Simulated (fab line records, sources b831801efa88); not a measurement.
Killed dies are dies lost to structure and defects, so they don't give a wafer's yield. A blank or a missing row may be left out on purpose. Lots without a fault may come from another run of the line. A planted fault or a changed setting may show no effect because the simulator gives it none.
Which tool did it? | flow gf180mcu | 11 lots, 33 wafers sampled, at 5 steps of a route of 602

WHAT THE GAUGES READ, wafer by wafer
GF_V1_BOW_MEAS_05.
lot  | measured     | on            | V1_BOW (um)
L978 | day 17 03:38 | film_metro-04 | 97 85 85
L979 | day 17 11:58 | film_metro-04 | 91 83 85
L980 | day 17 22:33 | film_metro-02 | 83 72 79
L981 | day 18 07:24 | film_metro-03 | 84 83 88
L982 | day 19 02:47 | film_metro-04 | 91 79 78
L987 | day 20 23:20 | film_metro-04 | 91 84 77
L992 | day 22 11:16 | film_metro-03 | 87 85 99
L993 | day 22 16:04 | film_metro-04 | 81 62 67
L995 | day 23 11:28 | film_metro-03 | 75 86 88
L999 | day 24 15:25 | film_metro-02 | 76 80 82
L100 | day 24 22:32 | film_metro-03 | 87 84 79

GF_V2_THK_MEAS_03.
lot  | measured     | on            | V2_CVD_02_THK (nm)
L978 | day 19 05:05 | film_metro-02 | 835 857 864
L979 | day 19 14:22 | film_metro-02 | 846 858 859
L980 | day 20 00:44 | film_metro-02 | 853 850 853
L981 | day 20 10:32 | film_metro-04 | 849 836 862
L982 | day 21 06:08 | film_metro-02 | 836 850 867
L987 | day 23 01:10 | film_metro-01 | 860 876 858
L992 | day 24 11:05 | film_metro-04 | 829 825 764
L993 | day 24 16:07 | film_metro-01 | 836 842 836
L995 | day 25 10:15 | film_metro-04 | 867 864 881
L999 | day 26 12:47 | film_metro-02 | 850 840 853
L100 | day 26 19:40 | film_metro-04 | 857 853 863

WHICH TOOL RAN EACH LOT (tool, then ch and the chambers of the sampled wafers, then the start)
lot  | GF_V1_SPUTTER_21             | GF_M2_SPUTTER_02             | GF_V2_CVD_02
L978 | pvd_sputter-03, day 18 03:21 | pvd_sputter-02, day 18 04:11 | pecvd-02 ch 0,1, day 19 05:00
L979 | pvd_sputter-01, day 18 12:02 | pvd_sputter-02, day 18 12:52 | pecvd-01 ch 0,1,2, day 19 14:17
L980 | pvd_sputter-01, day 18 22:25 | pvd_sputter-02, day 18 23:14 | pecvd-04 ch 1,2, day 20 00:38
L981 | pvd_sputter-02, day 19 08:38 | pvd_sputter-01, day 19 09:27 | pecvd-01 ch 0,2, day 20 10:26
L982 | pvd_sputter-03, day 20 04:08 | pvd_sputter-04, day 20 04:58 | pecvd-04 ch 0,1, day 21 06:04
L987 | pvd_sputter-02, day 22 00:03 | pvd_sputter-02, day 22 00:52 | pecvd-01 ch 0,2, day 23 01:04
L992 | pvd_sputter-03, day 23 10:58 | pvd_sputter-02, day 23 11:47 | pecvd-04 ch 0,1,2, day 24 11:01
L993 | pvd_sputter-03, day 23 15:21 | pvd_sputter-04, day 23 16:12 | pecvd-02 ch 0,1,2, day 24 16:03
L995 | pvd_sputter-01, day 24 10:30 | pvd_sputter-04, day 24 11:19 | pecvd-01 ch 0,1, day 25 10:10
L999 | pvd_sputter-01, day 25 13:32 | pvd_sputter-04, day 25 14:22 | pecvd-02 ch 1,2, day 26 12:43
L100 | pvd_sputter-03, day 25 20:24 | pvd_sputter-04, day 25 21:13 | pecvd-01 ch 0,1,2, day 26 19:35
- GF_V1_SPUTTER_21: material Ti, target thk 15 nm, time 80.02 s.
- GF_M2_SPUTTER_02: material AlCu, target thk 450 nm, time 23.9 s.
- GF_V2_CVD_02: deposits SiO2 from TEOS, target thk 850 nm, time 94.851 s.

WHAT THE TOOLS THEMSELVES READ (means of the sampled wafers that have a number; where no wafer has one, the mark that the record gives instead)
GF_V1_SPUTTER_21.
lot  | tool           | substrate_temp_c (C) | throttle_valve_pct (%)
L978 | pvd_sputter-03 | 200.08               | 28.7
L979 | pvd_sputter-01 | 199.94               | 27.8
L980 | pvd_sputter-01 | 200.00               | 28.9
L981 | pvd_sputter-02 | 199.93               | 28.6
L982 | pvd_sputter-03 | 199.94               | 29.0
L987 | pvd_sputter-02 | 199.99               | 28.6
L992 | pvd_sputter-03 | 199.91               | 28.2
L993 | pvd_sputter-03 | 200.16               | 29.1
L995 | pvd_sputter-01 | 200.07               | 28.7
L999 | pvd_sputter-01 | 199.82               | 29.2
L100 | pvd_sputter-03 | 199.89               | 29.9

GF_M2_SPUTTER_02.
lot  | tool           | throttle_valve_pct (%)
L978 | pvd_sputter-02 | 28.2
L979 | pvd_sputter-02 | 28.8
L980 | pvd_sputter-02 | 28.6
L981 | pvd_sputter-01 | 29.3
L982 | pvd_sputter-04 | 29.7
L987 | pvd_sputter-02 | 28.9
L992 | pvd_sputter-02 | 28.1
L993 | pvd_sputter-04 | 29.5
L995 | pvd_sputter-04 | 30.4
L999 | pvd_sputter-04 | 29.6
L100 | pvd_sputter-04 | 30.2

GF_V2_CVD_02.
lot  | tool     | heater_power_w (W)
L978 | pecvd-02 | 656
L979 | pecvd-01 | 579
L980 | pecvd-04 | 693
L981 | pecvd-01 | 646
L982 | pecvd-04 | 590
L987 | pecvd-01 | 636
L992 | pecvd-04 | 653
L993 | pecvd-02 | 670
L995 | pecvd-01 | 534
L999 | pecvd-02 | 633
L100 | pecvd-01 | 558

THE ANSWER, worked out from the rows above alone
Rule: what is usual is taken from the lots themselves. Put in order of their means at a reading, lots are off if they are a third of the lots or fewer, leave a main group of 4 or more, and stand apart from it by a gap of 3 or more times the standard deviation of the main group's means; of several such gaps the widest counts. A main group whose means are all the same, to the digits that the tables above print for the reading, isn't used. A lot without any number at a reading at which 4 lots or more have one is off too. The other lots that the step has rows for count as sound. The gauges are gone through in route order, then the tools' own readings, and for those a lot's mean is taken as printed above. The first step at which some lot is off is used, and at that step the reading that is off furthest; a lot without a number counts as furthest.
Off: L992, at GF_V2_THK_MEAS_03 (V2_CVD_02_THK). The main group: mean 854 nm, standard deviation 8.6.
A tool fits if, at a process step before that reading, it ran every lot that is off, and no sound lot after the first of them. The gauges at GF_V2_THK_MEAS_03 are tried like those tools. Can't be told from this: 2 tools fit, pvd_sputter-02 at GF_M2_SPUTTER_02, pecvd-04 at GF_V2_CVD_02.

WHAT THE SIMULATOR HAD PUT IN
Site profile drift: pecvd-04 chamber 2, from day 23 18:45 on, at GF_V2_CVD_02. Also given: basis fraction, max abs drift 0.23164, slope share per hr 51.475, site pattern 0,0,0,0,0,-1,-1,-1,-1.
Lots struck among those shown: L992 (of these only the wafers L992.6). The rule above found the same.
